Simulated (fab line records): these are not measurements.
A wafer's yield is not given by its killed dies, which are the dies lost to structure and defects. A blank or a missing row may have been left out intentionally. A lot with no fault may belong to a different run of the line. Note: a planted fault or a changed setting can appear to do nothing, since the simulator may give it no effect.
What tool caused it? / flow sky130 / 12 lots with 36 wafers sampled at 5 steps, on a route of 708 steps

== WHAT THE GAUGES SHOWED, per wafer ==
SKY_VT_ADJUST_HVTP_OVL_MEAS_08.
lot=L912; measured=day 6 12:07; on=overlay-01; VT_ADJUST_HVTP_OVL (nm)=-1.2 -0.1 0.3
lot=L913; measured=day 6 20:27; on=overlay-02; VT_ADJUST_HVTP_OVL (nm)=3.1 1.8 0.5
lot=L914; measured=day 7 06:19; on=overlay-01; VT_ADJUST_HVTP_OVL (nm)=2.5 2.7 3.3
lot=L918; measured=day 8 04:00; on=overlay-01; VT_ADJUST_HVTP_OVL (nm)=1.7 3.4 0.8
lot=L919; measured=day 8 08:47; on=overlay-01; VT_ADJUST_HVTP_OVL (nm)=-1.9 -1.6 -1.9
lot=L925; measured=day 10 02:31; on=overlay-02; VT_ADJUST_HVTP_OVL (nm)=1.7 2.0 2.4
lot=L928; measured=day 10 23:49; on=overlay-01; VT_ADJUST_HVTP_OVL (nm)=-2.0 -2.2 -0.7
lot=L929; measured=day 11 06:19; on=overlay-02; VT_ADJUST_HVTP_OVL (nm)=2.1 1.7 2.1
lot=L930; measured=day 11 09:14; on=overlay-01; VT_ADJUST_HVTP_OVL (nm)=1.8 1.2 2.3
lot=L931; measured=day 11 17:01; on=overlay-01; VT_ADJUST_HVTP_OVL (nm)=0.9 0.3 -1.9
lot=L932; measured=day 12 02:55; on=overlay-02; VT_ADJUST_HVTP_OVL (nm)=0.7 0.7 0.6
lot=L933; measured=day 12 03:13; on=overlay-01; VT_ADJUST_HVTP_OVL (nm)=1.5 1.6 0.7

SKY_VT_ADJUST_NCORE_TW_MEAS_11.
lot=L912; measured=day 9 02:53; on=filmMetro-01; VT_ADJUST_NCORE_TW=219.1 220.3 219.3
lot=L913; measured=day 9 11:41; on=filmMetro-04; VT_ADJUST_NCORE_TW=221.1 220.7 221.3
lot=L914; measured=day 9 21:43; on=filmMetro-04; VT_ADJUST_NCORE_TW=222.2 221.3 220.3
lot=L918; measured=day 10 22:44; on=filmMetro-01; VT_ADJUST_NCORE_TW=237.3 238.7 238.4
lot=L919; measured=day 11 04:50; on=filmMetro-02; VT_ADJUST_NCORE_TW=238.7 242.0 241.4
lot=L925; measured=day 13 03:35; on=filmMetro-04; VT_ADJUST_NCORE_TW=219.7 222.4 220.5
lot=L928; measured=day 14 04:17; on=filmMetro-04; VT_ADJUST_NCORE_TW=219.8 220.1 219.6
lot=L929; measured=day 14 11:20; on=filmMetro-04; VT_ADJUST_NCORE_TW=221.6 219.8 219.0
lot=L930; measured=day 14 15:51; on=filmMetro-02; VT_ADJUST_NCORE_TW=222.2 222.7 222.3
lot=L931; measured=day 14 22:43; on=filmMetro-04; VT_ADJUST_NCORE_TW=220.8 220.0 220.9
lot=L932; measured=day 15 09:38; on=filmMetro-02; VT_ADJUST_NCORE_TW=221.9 221.8 220.2
lot=L933; measured=day 15 10:17; on=filmMetro-01; VT_ADJUST_NCORE_TW=218.2 219.7 218.8

== TOOL THAT RAN EACH LOT (tool first, then ch and the chambers of the sampled wafers, then the start) ==
lot=L912; SKY_NWELL_STRIP_14=plasmaAsher-04 ch 0,1, day 4 23:20; SKY_VT_ADJUST_NCORE_IMPLANT_09=implanter-04 ch 0, day 9 02:38; SKY_VT_ADJUST_NCORE_STRIP_10=plasmaAsher-04 ch 0,1, day 9 02:47
lot=L913; SKY_NWELL_STRIP_14=plasmaAsher-01 ch 0,1, day 5 05:49; SKY_VT_ADJUST_NCORE_IMPLANT_09=implanter-03 ch 0, day 9 11:28; SKY_VT_ADJUST_NCORE_STRIP_10=plasmaAsher-04 ch 0,1, day 9 11:35
lot=L914; SKY_NWELL_STRIP_14=plasmaAsher-04 ch 0,1, day 5 14:34; SKY_VT_ADJUST_NCORE_IMPLANT_09=implanter-03 ch 0, day 9 21:29; SKY_VT_ADJUST_NCORE_STRIP_10=plasmaAsher-03 ch 0,1, day 9 21:37
lot=L918; SKY_NWELL_STRIP_14=plasmaAsher-01 ch 0,1, day 6 11:05; SKY_VT_ADJUST_NCORE_IMPLANT_09=implanter-03 ch 0, day 10 22:31; SKY_VT_ADJUST_NCORE_STRIP_10=plasmaAsher-04 ch 0,1, day 10 22:38
lot=L919; SKY_NWELL_STRIP_14=plasmaAsher-01 ch 0,1, day 6 17:08; SKY_VT_ADJUST_NCORE_IMPLANT_09=implanter-03 ch 0, day 11 04:35; SKY_VT_ADJUST_NCORE_STRIP_10=plasmaAsher-04 ch 0,1, day 11 04:44
lot=L925; SKY_NWELL_STRIP_14=plasmaAsher-01 ch 0,1, day 8 06:22; SKY_VT_ADJUST_NCORE_IMPLANT_09=implanter-02 ch 0, day 13 03:20; SKY_VT_ADJUST_NCORE_STRIP_10=plasmaAsher-01 ch 0,1, day 13 03:29
lot=L928; SKY_NWELL_STRIP_14=plasmaAsher-01 ch 0,1, day 9 03:19; SKY_VT_ADJUST_NCORE_IMPLANT_09=implanter-02 ch 0, day 14 04:02; SKY_VT_ADJUST_NCORE_STRIP_10=plasmaAsher-04 ch 0,1, day 14 04:11
lot=L929; SKY_NWELL_STRIP_14=plasmaAsher-01 ch 0,1, day 9 09:02; SKY_VT_ADJUST_NCORE_IMPLANT_09=implanter-03 ch 0, day 14 11:05; SKY_VT_ADJUST_NCORE_STRIP_10=plasmaAsher-04 ch 0,1, day 14 11:14
lot=L930; SKY_NWELL_STRIP_14=plasmaAsher-02 ch 0,1, day 9 11:02; SKY_VT_ADJUST_NCORE_IMPLANT_09=implanter-03 ch 0, day 14 15:38; SKY_VT_ADJUST_NCORE_STRIP_10=plasmaAsher-03 ch 0,1, day 14 15:46
lot=L931; SKY_NWELL_STRIP_14=plasmaAsher-02 ch 0,1, day 9 18:38; SKY_VT_ADJUST_NCORE_IMPLANT_09=implanter-02 ch 0, day 14 22:30; SKY_VT_ADJUST_NCORE_STRIP_10=plasmaAsher-04 ch 0,1, day 14 22:38
lot=L932; SKY_NWELL_STRIP_14=plasmaAsher-02 ch 0,1, day 10 02:38; SKY_VT_ADJUST_NCORE_IMPLANT_09=implanter-04 ch 0, day 15 09:23; SKY_VT_ADJUST_NCORE_STRIP_10=plasmaAsher-01 ch 0,1, day 15 09:32
lot=L933; SKY_NWELL_STRIP_14=plasmaAsher-04 ch 0,1, day 10 02:52; SKY_VT_ADJUST_NCORE_IMPLANT_09=implanter-03 ch 0, day 15 10:04; SKY_VT_ADJUST_NCORE_STRIP_10=plasmaAsher-01 ch 0,1, day 15 10:11
- SKY_NWELL_STRIP_14: strips in O2/N2.
- SKY_VT_ADJUST_NCORE_IMPLANT_09
- SKY_VT_ADJUST_NCORE_STRIP_10: strips in O2/N2.

== AS READ BY THE TOOLS THEMSELVES (means over the sampled wafers that have a number; for cases with no such wafer, the mark the record gives instead) ==
SKY_NWELL_STRIP_14.
lot=L912; tool=plasmaAsher-04; drypumpMotorCurrentA (A)=6.0; oesProductAu (a.u.)=0.724; stripTimeToEndpointS (s)=36.82
lot=L913; tool=plasmaAsher-01; drypumpMotorCurrentA (A)=5.7; oesProductAu (a.u.)=0.721; stripTimeToEndpointS (s)=36.95
lot=L914; tool=plasmaAsher-04; drypumpMotorCurrentA (A)=5.8; oesProductAu (a.u.)=0.721; stripTimeToEndpointS (s)=37.00
lot=L918; tool=plasmaAsher-01; drypumpMotorCurrentA (A)=5.7; oesProductAu (a.u.)=0.725; stripTimeToEndpointS (s)=37.01
lot=L919; tool=plasmaAsher-01; drypumpMotorCurrentA (A)=5.9; oesProductAu (a.u.)=0.723; stripTimeToEndpointS (s)=36.99
lot=L925; tool=plasmaAsher-01; drypumpMotorCurrentA (A)=5.9; oesProductAu (a.u.)=0.724; stripTimeToEndpointS (s)=36.99
lot=L928; tool=plasmaAsher-01; drypumpMotorCurrentA (A)=5.7; oesProductAu (a.u.)=0.721; stripTimeToEndpointS (s)=36.79
lot=L929; tool=plasmaAsher-01; drypumpMotorCurrentA (A)=5.9; oesProductAu (a.u.)=0.719; stripTimeToEndpointS (s)=36.81
lot=L930; tool=plasmaAsher-02; drypumpMotorCurrentA (A)=5.2; oesProductAu (a.u.)=0.726; stripTimeToEndpointS (s)=36.88
lot=L931; tool=plasmaAsher-02; drypumpMotorCurrentA (A)=5.1; oesProductAu (a.u.)=0.721; stripTimeToEndpointS (s)=36.83
lot=L932; tool=plasmaAsher-02; drypumpMotorCurrentA (A)=5.2; oesProductAu (a.u.)=0.721; stripTimeToEndpointS (s)=36.86
lot=L933; tool=plasmaAsher-04; drypumpMotorCurrentA (A)=5.8; oesProductAu (a.u.)=0.727; stripTimeToEndpointS (s)=36.93

SKY_VT_ADJUST_NCORE_IMPLANT_09.
lot=L912; tool=implanter-04; beamEnergyKeV=10.000; beamOnS (s)=10.09
lot=L913; tool=implanter-03; beamEnergyKeV=10.001; beamOnS (s)=9.98
lot=L914; tool=implanter-03; beamEnergyKeV=10.001; beamOnS (s)=10.03
lot=L918; tool=implanter-03; beamEnergyKeV=14.447; beamOnS (s)=9.80
lot=L919; tool=implanter-03; beamEnergyKeV=14.449; beamOnS (s)=10.10
lot=L925; tool=implanter-02; beamEnergyKeV=10.000; beamOnS (s)=9.87
lot=L928; tool=implanter-02; beamEnergyKeV=9.998; beamOnS (s)=9.93
lot=L929; tool=implanter-03; beamEnergyKeV=10.000; beamOnS (s)=9.92
lot=L930; tool=implanter-03; beamEnergyKeV=9.997; beamOnS (s)=10.00
lot=L931; tool=implanter-02; beamEnergyKeV=10.000; beamOnS (s)=9.82
lot=L932; tool=implanter-04; beamEnergyKeV=9.996; beamOnS (s)=10.01
lot=L933; tool=implanter-03; beamEnergyKeV=10.001; beamOnS (s)=9.98

SKY_VT_ADJUST_NCORE_STRIP_10.
lot=L912; tool=plasmaAsher-04; drypumpMotorCurrentA (A)=5.8; oesProductAu (a.u.)=0.717; stripTimeToEndpointS (s)=14.17
lot=L913; tool=plasmaAsher-04; drypumpMotorCurrentA (A)=6.0; oesProductAu (a.u.)=0.716; stripTimeToEndpointS (s)=14.18
lot=L914; tool=plasmaAsher-03; drypumpMotorCurrentA (A)=6.2; oesProductAu (a.u.)=0.719; stripTimeToEndpointS (s)=14.19
lot=L918; tool=plasmaAsher-04; drypumpMotorCurrentA (A)=5.8; oesProductAu (a.u.)=0.713; stripTimeToEndpointS (s)=14.20
lot=L919; tool=plasmaAsher-04; drypumpMotorCurrentA (A)=6.0; oesProductAu (a.u.)=0.712; stripTimeToEndpointS (s)=14.16
lot=L925; tool=plasmaAsher-01; drypumpMotorCurrentA (A)=5.7; oesProductAu (a.u.)=0.712; stripTimeToEndpointS (s)=14.16
lot=L928; tool=plasmaAsher-04; drypumpMotorCurrentA (A)=6.0; oesProductAu (a.u.)=0.717; stripTimeToEndpointS (s)=14.16
lot=L929; tool=plasmaAsher-04; drypumpMotorCurrentA (A)=5.7; oesProductAu (a.u.)=0.718; stripTimeToEndpointS (s)=14.18
lot=L930; tool=plasmaAsher-03; drypumpMotorCurrentA (A)=6.0; oesProductAu (a.u.)=0.713; stripTimeToEndpointS (s)=14.21
lot=L931; tool=plasmaAsher-04; drypumpMotorCurrentA (A)=6.0; oesProductAu (a.u.)=0.718; stripTimeToEndpointS (s)=14.15
lot=L932; tool=plasmaAsher-01; drypumpMotorCurrentA (A)=5.9; oesProductAu (a.u.)=0.715; stripTimeToEndpointS (s)=14.17
lot=L933; tool=plasmaAsher-01; drypumpMotorCurrentA (A)=5.7; oesProductAu (a.u.)=0.719; stripTimeToEndpointS (s)=14.22

== THE ANSWER, worked out from the rows above alone ==
Rule: the usual values come from the lots themselves. Put in order of their means at a reading, lots are off if they are a third of the lots or fewer, leave a main group of 4 or more, and stand apart from it by a gap of 3 or more times the standard deviation of the main group's means; of several such gaps the widest counts. The tables above print the reading to a certain number of digits; a main group whose means all agree to those digits is not used. Also off: a lot with no number at a reading for which 4 or more lots have one. The other lots that the step has rows for count as sound. The gauges are gone through in route order, then the tools' own readings, and for those a lot's mean is taken as printed above. The first step at which some lot is off is used, and at that step the reading that is off furthest; a lot without a number counts as furthest.
Off: at SKY_VT_ADJUST_NCORE_TW_MEAS_11 (VT_ADJUST_NCORE_TW), L918, L919. The main group has a mean of 220.6 with a standard deviation of 0.96.
If a tool, at a process step before that reading, ran all the lots that are off and no sound lot after the first of them, it fits. Not tried: the gauges at SKY_VT_ADJUST_NCORE_TW_MEAS_11; whatever is off there is also off at SKY_VT_ADJUST_NCORE_IMPLANT_09, on other tools, and gauge error can't account for it. No candidate that was tried fits.

== WHAT THE SIMULATOR PUT IN ==
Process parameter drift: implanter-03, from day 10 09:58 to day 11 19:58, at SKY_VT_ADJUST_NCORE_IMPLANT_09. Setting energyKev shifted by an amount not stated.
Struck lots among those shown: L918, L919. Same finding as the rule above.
